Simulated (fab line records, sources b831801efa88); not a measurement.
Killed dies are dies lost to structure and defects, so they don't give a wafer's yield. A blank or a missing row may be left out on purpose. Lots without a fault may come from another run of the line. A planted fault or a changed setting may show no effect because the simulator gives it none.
fab line records | flow sky130
record lots=11 wafers=33 last_day=50
route steps=708 shown NWELL@33 PWDE@52 GATE_OXIDE@200 RES_PROTECT@215
lots that met no fault: from a run of the same line without faults
start_h: hours from the record's first day to the start of the lot's first wafer shown | wait_h: hours since the lot's step before | " the same as in the row above | L1.1+2: a row that stands for several wafers | - no value, or no start given | * or withheld: withheld | < > ~ a bound
route shown NAME@n: a module of which the file shows steps, and the number in the route of the first | usual: mean/standard deviation of fault-free wafers | same: alike in all rows | chamber/n: place in a boat | sites: the reading at each site | _std_site: their standard deviation | _edge_site: outer sites' mean less inner sites' | radius_mm: how far each site lies from the wafer's centre | mask NAME#n: copy n | behind: the tool/chamber that last shaped the wafer | hold: why the lot was held/for how many hours/how that ended | device: the transistor (n, p or np) that didn't switch | end of line: the same wafers' tests at the end of the route | a step without rows: its recipe alone | killed: dies lost to structure and defects at the first sort, not the wafer's yield | map: a wafer's dies, x killed, . not, _ none there
set.NAME: the setting as run; set.NAME@STEP: as run at that earlier step | model.NAME: the simulator's own value behind a step, which no gauge read
steps of the route over a sample of lots; a table a step, a row a wafer
services: from which hour (start_h, from the record's first day; less than 0 if before it) a tool's chamber was out of use, for how many hours, and why
## steps
# step SKY_NWELL_OXIDATION_01
# recipe temp_c=900 ambient=O2 stabilise_s=600 purge_s=300 target_thk_a=100 ox_time_s=1418
# usual spike_tc_bottom_C=916.9/0.93 spike_tc_centre_C=899.6/0.99 spike_tc_lower_C=900.3/0.94 spike_tc_top_C=913/8.8 spike_tc_upper_C=900.5/1 tube_center_temp_C=900/0.082 tube_center_temp_C_max=902.3/0.4 zone_power_upper_pct=17.3/0.55
# same purge_s=300
# columns lot.wafer tool chamber start_h wait_h spike_tc_bottom_C spike_tc_centre_C spike_tc_lower_C spike_tc_top_C spike_tc_upper_C tube_center_temp_C tube_center_temp_C_max zone_power_upper_pct
L359.2 furnace-01 0 37.66 1.3 916.5 899.3 900.6 923 900.3 900.01 902.3 16.9
L359.4 " 0 " " 916.8 899.6 900.8 919 899.9 900.01 901.9 16.6
L359.6 " 0 " " 918.1 899.0 901.4 922 901.2 899.97 902.1 16.9
L360.2 furnace-01 0 42.07 0.6 918.1 899.5 900.2 922 900.1 900.06 901.9 17.2
L360.4 " 0 " " 917.2 899.6 901.3 922 901.4 899.92 902.1 16.8
L360.6 " 0 " " 917.7 900.2 900.1 918 899.8 899.97 901.7 16.9
L367.1 furnace-01 0 76.03 0.8 938.1 918.5 921.8 941 918.7 920.54 922.7 17.9
L367.2 " 0 " " 938.0 919.5 920.8 942 921.8 920.59 922.9 17.9
L367.4 " 0 " " 938.8 921.7 919.5 941 921.9 920.65 923.0 17.8
L368.2 furnace-01 0 81.14 0.0 937.5 920.6 922.3 941 921.3 920.74 923.0 17.8
L368.4 " 0 " " 937.3 918.8 920.9 941 922.1 920.33 922.7 17.8
L368.5 " 0 " " 937.5 919.1 921.8 940 919.5 920.52 922.7 18.0
L373.3 furnace-02 0 107.51 0.5 917.2 899.5 900.1 903 900.2 899.97 902.0 18.0
L373.4 " 0 " " 918.2 897.8 898.7 904 900.6 899.96 901.7 17.6
L373.6 " 0 " " 916.3 899.1 900.6 904 901.4 899.83 902.2 18.1
L374.1 furnace-02 0 114.27 0.4 915.2 899.2 900.0 903 900.6 899.95 902.4 17.9
L374.4 " 0 " " 916.9 898.3 901.8 903 901.3 899.82 902.1 18.2
L374.5 " 0 " " 916.2 899.6 900.3 903 900.9 899.88 901.4 18.0
L376.1 furnace-02 0 125.53 0.7 916.8 899.2 899.7 904 901.5 899.91 901.9 18.1
L376.2 " 0 " " 916.8 901.0 900.0 902 900.9 899.85 902.0 18.0
L376.6 " 0 " " 915.0 899.3 900.7 904 900.0 899.95 902.1 17.9
L379.2 furnace-02 0 141.11 1.0 915.7 901.3 900.6 902 901.3 899.94 902.3 18.2
L379.5 " 0 " " 916.6 898.3 899.8 905 900.8 899.91 902.0 17.8
L379.6 " 0 " " 916.5 899.7 900.0 904 900.8 899.93 902.6 17.9
L380.3 furnace-02 0 144.23 0.0 916.3 898.1 899.5 902 898.9 899.94 903.0 18.0
L380.4 " 0 " " 917.1 899.2 900.9 903 902.9 900.02 902.1 18.0
L380.5 " 0 " " 916.8 899.0 898.5 903 900.5 900.1 903.1 17.9
L381.1 furnace-01 0 151.88 1.3 917.5 900.7 901.4 919 901.6 899.94 902.5 17.0
L381.4 " 0 " " 916.8 897.8 899.1 920 899.2 900.01 902.7 16.8
L381.6 " 0 " " 919.1 900.0 898.9 923 899.4 899.97 902.3 16.6
L382.2 furnace-02 0 155.30 0.5 915.5 900.8 901.3 902 901.5 900.02 902.4 18.1
L382.5 " 0 " " 917.0 900.5 902.0 904 899.6 900 902.2 18.1
L382.6 " 0 " " 917.2 899.9 900.7 904 898.6 899.94 901.9 17.9
# step SKY_NWELL_THK_MEAS_02
# recipe reads=SiO2_of_NWELL_OXIDATION_01
# usual NWELL_OXIDATION_THK=9.94/0.15
# columns lot.wafer tool chamber start_h wait_h NWELL_OXIDATION_THK[nm]
L359.2 film_metro-02 - 39.06 0.0 9.88
L359.4 " - " " 9.93
L359.6 " - " " 9.81
L360.2 film_metro-01 - 43.47 0.0 9.79
L360.4 " - " " 9.89
L360.6 " - " " 9.89
L367.1 film_metro-02 - 77.42 0.0 12.37
L367.2 " - " " 12.44
L367.4 " - " " 12.58
L368.2 film_metro-01 - 82.54 0.0 12.34
L368.4 " - " " 12.26
L368.5 " - " " 12.09
L373.3 film_metro-02 - 108.93 0.0 9.87
L373.4 " - " " 9.82
L373.6 " - " " 9.97
L374.1 film_metro-01 - 115.67 0.0 9.66
L374.4 " - " " 10.00
L374.5 " - " " 9.89
L376.1 film_metro-02 - 126.92 0.0 9.90
L376.2 " - " " 9.99
L376.6 " - " " 10.04
L379.2 film_metro-01 - 142.51 0.0 10.02
L379.5 " - " " 10.10
L379.6 " - " " 9.99
L380.3 film_metro-01 - 145.65 0.0 10.12
L380.4 " - " " 9.99
L380.5 " - " " 10.10
L381.1 film_metro-02 - 153.27 0.0 10.12
L381.4 " - " " 10.14
L381.6 " - " " 10.08
L382.2 film_metro-02 - 156.71 0.0 10.04
L382.5 " - " " 9.93
L382.6 " - " " 10.07
# step SKY_PWDE_OVL_MEAS_07
# usual PWDE_OVL=-0.5/1.4
# columns lot.wafer tool chamber start_h wait_h PWDE_OVL[nm]
L359.2 overlay-02 - 71.50 - -1.3
L359.4 " - " " -0.2
L359.6 " - " " -1.2
L360.2 overlay-02 - 75.95 - -1.7
L360.4 " - " " -2.2
L360.6 " - " " -2.0
L367.1 overlay-02 - 112.78 - -1.6
L367.2 " - " " -0.6
L367.4 " - " " -1.2
L368.2 overlay-02 - 118.84 - -1.4
L368.4 " - " " -1.3
L368.5 " - " " -1.6
L373.3 overlay-01 - 146.31 - 1.8
L373.4 " - " " 1.4
L373.6 " - " " 1.6
L374.1 overlay-02 - 153.29 - -0.9
L374.4 " - " " -1.0
L374.5 " - " " -2.4
L376.1 overlay-01 - 164.69 - 0.9
L376.2 " - " " 1.2
L376.6 " - " " 0.4
L379.2 overlay-01 - 183.29 - -0.3
L379.5 " - " " 2.1
L379.6 " - " " 0.8
L380.3 overlay-02 - 186.26 - 0.7
L380.4 " - " " -0.7
L380.5 " - " " 1.2
L381.1 overlay-01 - 194.58 - 0.6
L381.4 " - " " -1.4
L381.6 " - " " 0.8
L382.2 overlay-02 - 198.05 - -2.5
L382.5 " - " " -3.7
L382.6 " - " " -1.6
# step SKY_GATE_OXIDE_STRIP_13
# recipe chemistry=O2/N2 power_w=1400 pressure_mtorr=1500 platen_temp_c=withheld o2_flow_sccm=3000 n2_flow_sccm=300 overash_fraction=0.5
# usual drypump_motor_current_A=5.8/0.42 n2_flow_sccm=300.1/0.93 o2_flow_sccm=3000/9.1 oes_product_au=0.716/0.0045 strip_time_to_endpoint_s=14.19/0.037
# columns lot.wafer tool chamber start_h wait_h drypump_motor_current_A n2_flow_sccm o2_flow_sccm oes_product_au rf_hours_counter_h strip_time_to_endpoint_s
L359.2 plasma_asher-03 0 310.91 0.0 5.5 300.9 3006 0.709 20 14.16
L359.4 " 1 " " 5.6 300.0 2997 0.723 - 14.17
L359.6 " 1 " " 5.6 300.9 3025 0.720 - 14.19
L360.2 plasma_asher-03 0 314.92 0.0 5.5 300.3 3015 0.717 20 14.23
L360.4 " 0 " " 5.5 299.2 3005 0.714 - 14.25
L360.6 " 1 " " 5.6 301.3 2997 0.714 - 14.22
L367.1 plasma_asher-04 1 375.33 0.0 6.1 301.8 3009 0.721 54 14.17
L367.2 " 0 " " 6.2 300.5 2995 0.727 54 14.17
L367.4 " 0 " " 6.2 300.1 2993 0.717 - 14.17
L368.2 plasma_asher-04 1 382.12 0.0 6.1 300.1 3002 0.714 55 14.18
L368.4 " 0 " " 6.2 300.9 3004 0.721 - 14.20
L368.5 " 1 " " 6.1 300.2 3005 0.720 - 14.19
L373.3 plasma_asher-04 1 426.56 0.0 6.1 301.3 3009 0.713 - 14.19
L373.4 " 0 " " 6.2 301.1 2999 0.718 - 14.15
L373.6 " 1 " " 6.1 300.7 3000 0.716 - 14.16
L374.1 plasma_asher-01 0 437.12 0.0 5.0 299.0 2997 0.718 1 14.24
L374.4 " 1 " " 5.9 301.3 3000 0.718 - 14.25
L374.5 " 0 " " 5.0 300.1 2992 0.713 - 14.23
L376.1 plasma_asher-01 1 453.48 0.0 5.9 300.0 2998 0.710 2 14.20
L376.2 " 0 " " 5.0 299.6 3000 0.723 2 14.21
L376.6 " 0 " " 5.0 300.4 2996 0.710 - 14.16
L379.2 plasma_asher-01 0 480.47 0.0 5.0 298.5 3004 0.720 4 14.15
L379.5 " 1 " " 5.8 298.4 3003 0.715 - 14.16
L379.6 " 0 " " 5.0 298.3 2992 0.720 - 14.23
L380.3 plasma_asher-03 1 491.61 0.0 5.6 300.2 3006 0.715 - 14.21
L380.4 " 0 " " 5.5 298.0 3001 0.722 - 14.22
L380.5 " 0 " " 5.5 299.9 2984 0.711 - 14.17
L381.1 plasma_asher-04 1 500.38 0.0 6.1 300.4 2990 0.723 66 14.18
L381.4 " 0 " " 6.2 300.4 3001 0.718 - 14.12
L381.6 " 1 " " 6.1 300.8 2991 0.711 - 14.18
L382.2 plasma_asher-04 0 506.48 0.0 6.2 299.3 2999 0.713 67 14.12
L382.5 " 1 " " 6.1 299.7 3005 0.717 - 14.12
L382.6 " 0 " " 6.2 298.8 2997 0.711 - 14.10
# step SKY_RES_PROTECT_TW_MEAS_08
# usual POLY_GATE_TW=4023/44
# columns lot.wafer tool chamber start_h wait_h POLY_GATE_TW
L359.2 film_metro-01 - 341.15 0.1 4008
L359.4 " - " " 3992
L359.6 " - " " 4005
L360.2 film_metro-04 - 346.44 0.1 4075
L360.4 " - " " 4064
L360.6 " - " " 4054
L367.1 film_metro-01 - 408.49 0.1 3953
L367.2 " - " " 3964
L367.4 " - " " 3967
L368.2 film_metro-04 - 414.48 0.1 4051
L368.4 " - " " 4051
L368.5 " - " " 4055
L373.3 film_metro-04 - 460.49 0.1 4074
L373.4 " - " " 4055
L373.6 " - " " 4035
L374.1 film_metro-01 - 471.14 0.1 4005
L374.4 " - " " 4010
L374.5 " - " " 4008
L376.1 film_metro-03 - 487.92 0.1 4031
L376.2 " - " " 4044
L376.6 " - " " 4040
L379.2 film_metro-03 - 514.48 0.1 4070
L379.5 " - " " 4090
L379.6 " - " " 4064
L380.3 film_metro-01 - 525.46 0.1 3967
L380.4 " - " " 3962
L380.5 " - " " 3981
L381.1 film_metro-01 - 535.14 0.1 3990
L381.4 " - " " 3958
L381.6 " - " " 3968
L382.2 film_metro-01 - 540.33 0.1 3979
L382.5 " - " " 3975
L382.6 " - " " 3974
## services
# columns tool chamber start_h hours kind
plasma_asher-03 - 92.05 4.2 repair
plasma_asher-03 - 108.75 9.0 pm
furnace-02 - 117.17 4.3 pm
plasma_asher-04 - 127.61 28.1 pm
furnace-02 - 129.77 3.5 pm
plasma_asher-01 - 130.29 4.3 repair
furnace-01 - 147.22 3.3 pm
furnace-02 - 203.53 2.4 pm
furnace-01 - 216.67 3.1 pm
furnace-02 - 297.61 3.2 pm
furnace-01 - 314.65 3.9 pm
plasma_asher-01 - 360.48 13.5 repair
plasma_asher-01 - 383.41 2.2 repair
furnace-01 - 399.61 4.2 pm
plasma_asher-04 - 407.02 2.8 pm
plasma_asher-01 - 421.25 9.0 pm
plasma_asher-04 - 446.33 1.2 repair
furnace-02 - 453.22 6.6 repair
furnace-02 - 466.47 3.8 pm
furnace-01 - 482.82 4.1 pm
furnace-02 - 486.95 3.6 pm
plasma_asher-04 - 491.16 0.8 repair
furnace-01 - 498.60 3.4 pm
furnace-02 - 504.70 6.3 repair
## key
first_sign step=SKY_NWELL_OXIDATION_01 reading=tube_center_temp_C direction=up sigmas=99+ usual=* struck=*
effect step=SKY_NWELL_OXIDATION_01 reading=tube_center_temp_C_max direction=up sigmas=51 usual=* struck=*
effect step=SKY_NWELL_THK_MEAS_02 reading=NWELL_OXIDATION_THK direction=up sigmas=16 usual=9.94 struck=12.35
met_at SKY_NWELL_OXIDATION_01
struck_lots L367,L368
tester_left_out L367,L368
not_acting_at SKY_PWDE_OVL_MEAS_07,SKY_GATE_OXIDE_STRIP_13,SKY_RES_PROTECT_TW_MEAS_08
onset_between 42.07 76.03
fault kind=process_parameter_drift tool=furnace-01 chamber=- onset_h=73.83 steps=SKY_NWELL_OXIDATION_01 channel=temp_c offset=* shape=step end_h=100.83 acts_in=* stated=*
# tester_left_out: of these lots the tester's yield and bins aren't shown, on N5 and GAA mostly nor the transistor test; their killed dies are dies lost to structure and defects alone, not to doping, threshold or leakage, so they don't give the yield
